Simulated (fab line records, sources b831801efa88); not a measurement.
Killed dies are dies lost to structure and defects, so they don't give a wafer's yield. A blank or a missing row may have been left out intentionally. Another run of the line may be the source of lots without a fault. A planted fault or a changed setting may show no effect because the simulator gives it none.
fab line records ; flow sky130
record: lots: 12; wafers: 36; last-day: 50
route steps=708 shown FIELD_ISO@28 NWELL@82 LDD_N@244 LDD_HVN@275
lots that met no fault: taken from a fault-free run of the same line
start-h: start of the lot's first displayed wafer, in hours after the record's first day ; wait-h: time in hours since the lot's previous step ; " as in the row above ; L1.1+2: a row that stands for several wafers ; - no value present, or no start provided ; * or withheld: withheld ; < > ~ a bound
route shown NAME@n: a module of which the file shows steps, and the number in the route of the first ; usual: mean/standard deviation taken from wafers without a fault ; same: alike in all rows ; chamber/n: place in a boat ; sites: per-site readings ; _std_site: the standard deviation of these ; _edge_site: the outer-site mean with the inner-site mean subtracted ; radius-mm: for every site, how far away it sits from the centre of the wafer ; mask NAME#n: copy n ; behind: tool/chamber where the wafer was last shaped ; hold: why the lot was held/for how many hours/how that ended ; device: names the non-switching transistor (n, p or np) ; end of line: the same wafers' tests at the end of the route ; a step without rows: its recipe alone ; killed: dies that structure and defects cost at the first sort, which is not the same as the wafer's yield ; map: a wafer's dies, marking killed ones x, the rest . and places with no die _
set.NAME: the setting that was run; set.NAME@STEP: the one run at that earlier step ; model.NAME: the simulator's own value behind a step, which no gauge read
route steps across a sampled set of lots; one table per step, one row per wafer
services: a tool's chamber out of use, with start hour (start-h, from the record's first day; less than 0 if before it), hours out, and reason
== steps ==
step: SKY_FIELD_ISO_CMP_27
recipe: stop-on: Si3N4; t-overpolish-s: 16; down-force-psi: 4; platen-rpm: 60; target-thk-nm: 457.8; pad-velocity-m-s: 0.94248
usual: head-pressure-psi: 4.000/0.009; motor-current-A: 12.5/0.91; overpolish-run-s: 15.999/0.0092; time-to-endpoint-s: 110/3.6
lot.wafer;tool;chamber;start-h;wait-h;head-pressure-psi;motor-current-A;overpolish-run-s;time-to-endpoint-s
L628.2;cmp-02;1;30.97;0.0;4.009;10.7;16.004;116
L628.4;cmp-02;3;30.97;0.0;3.995;13.6;16.007;113
L628.5;cmp-02;2;30.97;0.0;4.002;11.5;16.010;113
L631.1;cmp-02;2;48.75;0.0;4.008;11.9;16.009;113
L631.2;cmp-02;1;48.75;0.0;3.970;10.7;16.005;112
L631.6;cmp-02;3;48.75;0.0;4.007;13.3;16.000;111
L632.1;cmp-02;1;53.69;0.3;4.001;10.8;16.006;109
L632.2;cmp-02;2;53.69;0.3;4.002;11.8;16.003;111
L632.3;cmp-02;0;53.69;0.3;4.005;12.3;15.984;108
L637.1;cmp-01;2;83.43;0.1;4.024;11.5;15.998;111
L637.4;cmp-01;3;83.43;0.1;4.003;12.0;16.003;113
L637.5;cmp-01;1;83.43;0.1;3.988;12.7;15.993;107
L638.4;cmp-01;0;85.56;0.0;3.995;13.2;16.002;108
L638.3;cmp-01;1;85.56;0.0;4.000;13.6;15.990;103
L638.1;cmp-01;3;85.56;0.0;4.020;12.4;15.995;109
L639.4;cmp-01;0;90.42;0.1;4.009;13.7;16.008;106
L639.1;cmp-01;1;90.42;0.1;4.008;13.7;16.011;106
L639.2;cmp-01;2;90.42;0.1;4.004;11.1;15.989;105
L644.1;cmp-02;3;116.46;0.1;4.006;13.4;15.999;115
L644.6;cmp-02;0;116.46;0.1;4.000;12.0;15.991;108
L644.5;cmp-02;1;116.46;0.1;3.986;11.5;16.010;107
L645.2;cmp-01;2;121.08;0.1;3.981;11.4;15.997;107
L645.4;cmp-01;0;121.08;0.1;3.991;13.1;15.987;110
L645.6;cmp-01;2;121.08;0.1;3.985;11.6;15.987;107
L646.1;cmp-02;1;127.47;0.1;4.018;11.1;16.004;109
L646.4;cmp-02;3;127.47;0.1;3.997;13.6;15.985;112
L646.5;cmp-02;0;127.47;0.1;3.998;12.2;16.002;111
L647.3;cmp-02;2;132.90;0.0;4.013;12.0;16.005;111
L647.2;cmp-02;3;132.90;0.0;4.007;13.3;16.005;114
L647.1;cmp-02;1;132.90;0.0;4.002;11.4;16.003;106
L650.4;cmp-02;2;147.02;0.1;4.004;12.2;16.011;110
L650.1;cmp-02;0;147.02;0.1;3.991;12.0;16.017;107
L650.6;cmp-02;1;147.02;0.1;3.990;11.2;16.012;108
L651.2;cmp-02;2;150.21;0.0;4.005;12.7;16.000;109
L651.6;cmp-02;2;150.21;0.0;4.004;12.0;15.998;115
L651.5;cmp-02;3;150.21;0.0;4.012;13.2;15.997;107
step: SKY_NWELL_RS_MEAS_29
recipe: thk-meas-gauge: four-point-probe
usual: NWELL_RS: 625.1/1.6
lot.wafer;tool;chamber;start-h;wait-h;NWELL_RS[ohm/sq]
L628.2;film-metro-04;-;98.61;0.1;623.4
L628.4;film-metro-04;-;98.61;0.1;623.0
L628.5;film-metro-04;-;98.61;0.1;624.2
L631.1;film-metro-01;-;119.44;0.1;624.8
L631.2;film-metro-01;-;119.44;0.1;624.8
L631.6;film-metro-01;-;119.44;0.1;624.7
L632.1;film-metro-01;-;126.64;0.1;625.7
L632.2;film-metro-01;-;126.64;0.1;624.5
L632.3;film-metro-01;-;126.64;0.1;626.3
L637.1;film-metro-04;-;161.95;0.1;627.8
L637.4;film-metro-04;-;161.95;0.1;627.4
L637.5;film-metro-04;-;161.95;0.1;626.0
L638.1;film-metro-04;-;162.80;0.1;624.1
L638.3;film-metro-04;-;162.80;0.1;623.6
L638.4;film-metro-04;-;162.80;0.1;625.6
L639.1;film-metro-03;-;170.71;0.1;626.4
L639.2;film-metro-03;-;170.71;0.1;624.4
L639.4;film-metro-03;-;170.71;0.1;626.4
L644.1;film-metro-03;-;198.75;0.1;622.3
L644.5;film-metro-03;-;198.75;0.1;624.0
L644.6;film-metro-03;-;198.75;0.1;624.8
L645.2;film-metro-03;-;206.06;0.1;624.5
L645.4;film-metro-03;-;206.06;0.1;625.6
L645.6;film-metro-03;-;206.06;0.1;624.8
L646.1;film-metro-01;-;210.55;0.1;624.6
L646.4;film-metro-01;-;210.55;0.1;625.7
L646.5;film-metro-01;-;210.55;0.1;625.2
L647.1;film-metro-04;-;217.79;0.1;623.0
L647.2;film-metro-04;-;217.79;0.1;625.3
L647.3;film-metro-04;-;217.79;0.1;623.8
L650.1;film-metro-01;-;235.00;0.1;625.2
L650.4;film-metro-01;-;235.00;0.1;627.9
L650.6;film-metro-01;-;235.00;0.1;626.7
L651.2;film-metro-03;-;238.42;0.1;624.3
L651.5;film-metro-03;-;238.42;0.1;623.4
L651.6;film-metro-03;-;238.42;0.1;623.3
step: SKY_LDD_N_OVL_MEAS_07
usual: LDD_N_OVL: -0.7/1.3
lot.wafer;tool;chamber;start-h;wait-h;LDD_N_OVL[nm]
L628.2;overlay-01;-;390.81;0.1;-1.3
L628.4;overlay-01;-;390.81;0.1;-2.1
L628.5;overlay-01;-;390.81;0.1;-0.6
L631.1;overlay-01;-;422.19;0.1;-0.2
L631.2;overlay-01;-;422.19;0.1;1.8
L631.6;overlay-01;-;422.19;0.1;-0.1
L632.1;overlay-01;-;430.79;0.1;2.2
L632.2;overlay-01;-;430.79;0.1;0.4
L632.3;overlay-01;-;430.79;0.1;0.3
L637.1;overlay-02;-;483.74;0.1;-1.5
L637.4;overlay-02;-;483.74;0.1;0.0
L637.5;overlay-02;-;483.74;0.1;0.0
L638.1;overlay-01;-;486.72;0.1;1.7
L638.3;overlay-01;-;486.72;0.1;0.9
L638.4;overlay-01;-;486.72;0.1;0.3
L639.1;overlay-01;-;501.04;0.1;-2.3
L639.2;overlay-01;-;501.04;0.1;-0.7
L639.4;overlay-01;-;501.04;0.1;-0.7
L644.1;overlay-01;-;539.97;0.1;-0.7
L644.5;overlay-01;-;539.97;0.1;0.0
L644.6;overlay-01;-;539.97;0.1;0.5
L645.2;overlay-01;-;549.13;0.1;-0.5
L645.4;overlay-01;-;549.13;0.1;-1.9
L645.6;overlay-01;-;549.13;0.1;-2.1
L646.1;overlay-02;-;556.59;0.1;-1.6
L646.4;overlay-02;-;556.59;0.1;-2.6
L646.5;overlay-02;-;556.59;0.1;-1.3
L647.1;overlay-01;-;563.22;0.1;-2.7
L647.2;overlay-01;-;563.22;0.1;-1.7
L647.3;overlay-01;-;563.22;0.1;-1.0
L650.1;overlay-02;-;584.27;0.1;-1.5
L650.4;overlay-02;-;584.27;0.1;-0.5
L650.6;overlay-02;-;584.27;0.1;-1.8
L651.2;overlay-02;-;592.34;0.1;-2.0
L651.5;overlay-02;-;592.34;0.1;-0.4
L651.6;overlay-02;-;592.34;0.1;-1.5
step: SKY_LDD_HVN_IMPLANT_08
recipe: species: P; energy-kev: 60; dose-cm2: 3e+13; tilt-deg: 40
usual: beam-energy-keV: 60.000/0.019
lot.wafer;tool;chamber;start-h;wait-h;beam-energy-keV
L628.2;implanter-02;0;452.93;0.0;60.012
L628.4;implanter-02;0;452.93;0.0;59.995
L628.5;implanter-02;0;452.93;0.0;59.993
L631.1;implanter-02;0;484.88;0.0;59.985
L631.2;implanter-02;0;484.88;0.0;59.977
L631.6;implanter-02;0;484.88;0.0;59.958
L632.1;implanter-04;0;493.16;0.0;59.990
L632.2;implanter-04;0;493.16;0.0;60.038
L632.3;implanter-04;0;493.16;0.0;59.970
L637.1;implanter-02;0;544.57;0.0;65.937
L637.4;implanter-02;0;544.57;0.0;65.919
L637.5;implanter-02;0;544.57;0.0;65.945
L638.1;implanter-03;0;548.27;0.0;59.985
L638.3;implanter-03;0;548.27;0.0;59.977
L638.4;implanter-03;0;548.27;0.0;60.008
L639.1;implanter-02;0;562.24;0.0;65.965
L639.2;implanter-02;0;562.24;0.0;65.964
L639.4;implanter-02;0;562.24;0.0;65.968
L644.1;implanter-04;0;599.92;0.0;60.001
L644.5;implanter-04;0;599.92;0.0;59.994
L644.6;implanter-04;0;599.92;0.0;59.996
L645.2;implanter-03;0;608.42;0.0;60.001
L645.4;implanter-03;0;608.42;0.0;60.013
L645.6;implanter-03;0;608.42;0.0;60.005
L646.1;implanter-04;0;616.16;0.0;60.009
L646.4;implanter-04;0;616.16;0.0;60.036
L646.5;implanter-04;0;616.16;0.0;60.030
L647.1;implanter-04;0;621.99;0.0;60.001
L647.2;implanter-04;0;621.99;0.0;59.991
L647.3;implanter-04;0;621.99;0.0;59.978
L650.1;implanter-02;0;643.34;0.0;59.970
L650.4;implanter-02;0;643.34;0.0;59.975
L650.6;implanter-02;0;643.34;0.0;59.996
L651.2;implanter-03;0;650.60;0.0;60.002
L651.5;implanter-03;0;650.60;0.0;60.024
L651.6;implanter-03;0;650.60;0.0;59.978
step: SKY_LDD_HVN_TW_MEAS_10
usual: LDD_HVN_TW: 1431/8.5
lot.wafer;tool;chamber;start-h;wait-h;hold;LDD_HVN_TW
L628.2;film-metro-02;-;453.17;0.1;-;1436
L628.4;film-metro-02;-;453.17;0.1;-;1436
L628.5;film-metro-02;-;453.17;0.1;-;1428
L631.1;film-metro-01;-;485.13;0.1;-;1444
L631.2;film-metro-01;-;485.13;0.1;-;1441
L631.6;film-metro-01;-;485.13;0.1;-;1441
L632.1;film-metro-04;-;493.41;0.1;-;1414
L632.2;film-metro-04;-;493.41;0.1;-;1417
L632.3;film-metro-04;-;493.41;0.1;-;1422
L637.1;film-metro-02;-;544.82;0.1;-;1454
L637.4;film-metro-02;-;544.82;0.1;-;1456
L637.5;film-metro-02;-;544.82;0.1;-;1453
L638.1;film-metro-04;-;548.52;0.1;-;1424
L638.3;film-metro-04;-;548.52;0.1;-;1415
L638.4;film-metro-04;-;548.52;0.1;-;1414
L639.1;film-metro-02;-;562.49;0.1;await-dispo/0.2h/release;1480
L639.2;film-metro-02;-;562.49;0.1;await-dispo/0.2h/release;1468
L639.4;film-metro-02;-;562.49;0.1;await-dispo/0.2h/release;1469
L639.1;film-metro-02;-;562.72;0.2;-;1465
L639.2;film-metro-02;-;562.72;0.2;-;1482
L639.4;film-metro-02;-;562.72;0.2;-;1467
L644.1;film-metro-02;-;600.17;0.1;-;1446
L644.5;film-metro-02;-;600.17;0.1;-;1449
L644.6;film-metro-02;-;600.17;0.1;-;1445
L645.2;film-metro-01;-;608.65;0.1;-;1431
L645.4;film-metro-01;-;608.65;0.1;-;1429
L645.6;film-metro-01;-;608.65;0.1;-;1424
L646.1;film-metro-04;-;616.41;0.1;-;1416
L646.4;film-metro-04;-;616.41;0.1;-;1428
L646.5;film-metro-04;-;616.41;0.1;-;1430
L647.1;film-metro-02;-;622.24;0.1;-;1440
L647.2;film-metro-02;-;622.24;0.1;-;1453
L647.3;film-metro-02;-;622.24;0.1;-;1440
L650.1;film-metro-01;-;643.59;0.1;-;1439
L650.4;film-metro-01;-;643.59;0.1;-;1437
L650.6;film-metro-01;-;643.59;0.1;-;1428
L651.2;film-metro-02;-;650.83;0.1;-;1428
L651.5;film-metro-02;-;650.83;0.1;-;1431
L651.6;film-metro-02;-;650.83;0.1;-;1426
== services ==
tool;chamber;start-h;hours;kind
cmp-02;-;12.70;0.5;repair
cmp-02;-;62.31;5.2;repair
cmp-02;-;64.77;2.8;repair
cmp-02;-;73.37;2.4;repair
implanter-02;-;95.58;3.3;repair
implanter-02;-;99.23;0.7;repair
cmp-02;-;107.47;1.9;repair
implanter-02;-;191.49;104.6;pm
cmp-02;-;215.90;3.3;pm
cmp-02;-;225.52;5.2;repair
cmp-02;-;232.00;4.0;pm
cmp-02;-;251.65;1.6;repair
cmp-02;-;346.78;1.0;repair
cmp-02;-;356.39;0.9;repair
cmp-02;-;382.03;4.3;pm
cmp-02;-;390.51;0.8;repair
cmp-02;-;401.09;4.3;repair
cmp-02;-;453.89;2.9;repair
cmp-02;-;487.23;1.4;repair
cmp-02;-;507.45;6.1;repair
cmp-02;-;572.00;4.0;pm
cmp-02;-;584.90;6.8;pm
cmp-02;-;626.19;0.6;repair
cmp-02;-;650.27;10.9;pm
== key ==
first-sign: step: SKY_LDD_HVN_IMPLANT_08; reading: beam-energy-keV; direction: up; sigmas: 99+; usual: *; struck: *
effect: step: SKY_LDD_HVN_TW_MEAS_10; reading: visit; direction: added
met-at SKY_LDD_HVN_IMPLANT_08
struck-lots L637,L639
tester-left-out L637,L639
not-acting-at SKY_FIELD_ISO_CMP_27,SKY_NWELL_RS_MEAS_29,SKY_LDD_N_OVL_MEAS_07
onset-between 484.88 544.57
fault: kind: process-parameter-drift; tool: implanter-02; chamber: -; onset-h: 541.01; steps: SKY_LDD_HVN_IMPLANT_08; channel: energy-kev; offset: *; shape: step; end-h: 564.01; acts-in: *; stated: *
tester-left-out: of these lots the tester's yield and bins aren't shown, on N5 and GAA mostly nor the transistor test; their killed dies are dies lost to structure and defects alone, not to doping, threshold or leakage, so they don't give the yield
